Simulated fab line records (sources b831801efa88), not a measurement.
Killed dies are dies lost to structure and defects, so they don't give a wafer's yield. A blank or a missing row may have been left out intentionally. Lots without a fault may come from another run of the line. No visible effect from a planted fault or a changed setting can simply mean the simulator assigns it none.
Chamber matching	flow sky130	SKY_CONTACT_CMP_04 on cmp-01: 4 sister chambers
The step polishes SiO2. 16 wafers are shown with their chamber, then 8 later ones without.

## WAFERS WITH THEIR CHAMBER
wafer	chamber	motor_current_A (A)	head_pressure_psi (psi)	time_to_endpoint_s (s)
L969.1	1	10.8	4.008	80
L969.3	3	12.6	3.990	82
L969.5	2	12.6	4.002	83
L970.2	1	11.0	4.006	80
L970.3	0	12.1	4.009	79
L970.5	1	11.0	4.009	78
L973.1	0	12.1	3.994	83
L973.3	1	10.6	3.991	79
L973.5	0	12.5	4.000	76
L975.1	1	10.8	4.002	74
L975.2	2	12.6	3.997	77
L975.4	3	12.9	4.003	77
L989.2	2	12.4	3.997	80
L989.3	1	10.5	4.002	81
L989.4	0	12.5	3.996	82
L990.1	2	12.7	4.007	82

SIGNATURES (averages over the wafers above)
reading	chamber 0	chamber 1	chamber 2	chamber 3	scatter within a chamber
motor_current_A	12.300	10.783	12.575	12.750	0.196
head_pressure_psi	3.99975	4.00300	4.00075	3.99650	0.00647
time_to_endpoint_s	80.00	78.67	80.50	79.50	2.81
Rule: for a wafer and a chamber, the distance is found by dividing, reading by reading, the gap between the wafer's reading and the chamber's mean by the reading's scatter, squaring, summing and taking the root. If the next closest chamber is less than 2 further off than the closest, the wafer can't be placed; otherwise it belongs to the closest. How the scatter is found: for the shown wafers, subtract from each reading the mean of its chamber, square and add these, divide the total by (wafers less chambers), then take the root.

## WAFERS WHOSE CHAMBER IS MISSING
wafer	motor_current_A (A)	head_pressure_psi (psi)	time_to_endpoint_s (s)
L990.4	12.3	4.000	83
L990.6	13.0	4.009	82
L991.2	10.7	4.005	79
L991.3	12.6	3.986	77
L991.6	12.2	3.987	78
L992.1	12.4	3.993	83
L992.2	10.8	3.994	83
L992.3	12.0	4.015	88

## WHICH CHAMBER EACH WENT THROUGH
wafer	from the rows above	in truth
L990.4	can't be placed: 0 or 2 or 3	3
L990.6	can't be placed: 3 or 2 or 0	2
L991.2	1	1
L991.3	can't be placed: 3 or 2 or 0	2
L991.6	can't be placed: 0 or 2 or 3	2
L992.1	can't be placed: 0 or 2 or 3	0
L992.2	1	1
L992.3	can't be placed: 0 or 2 or 3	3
Correctly placed: 2 of 8. Unplaceable from these rows: 6, with the true chamber sitting among the candidates in 6. Wrongly placed: 0.
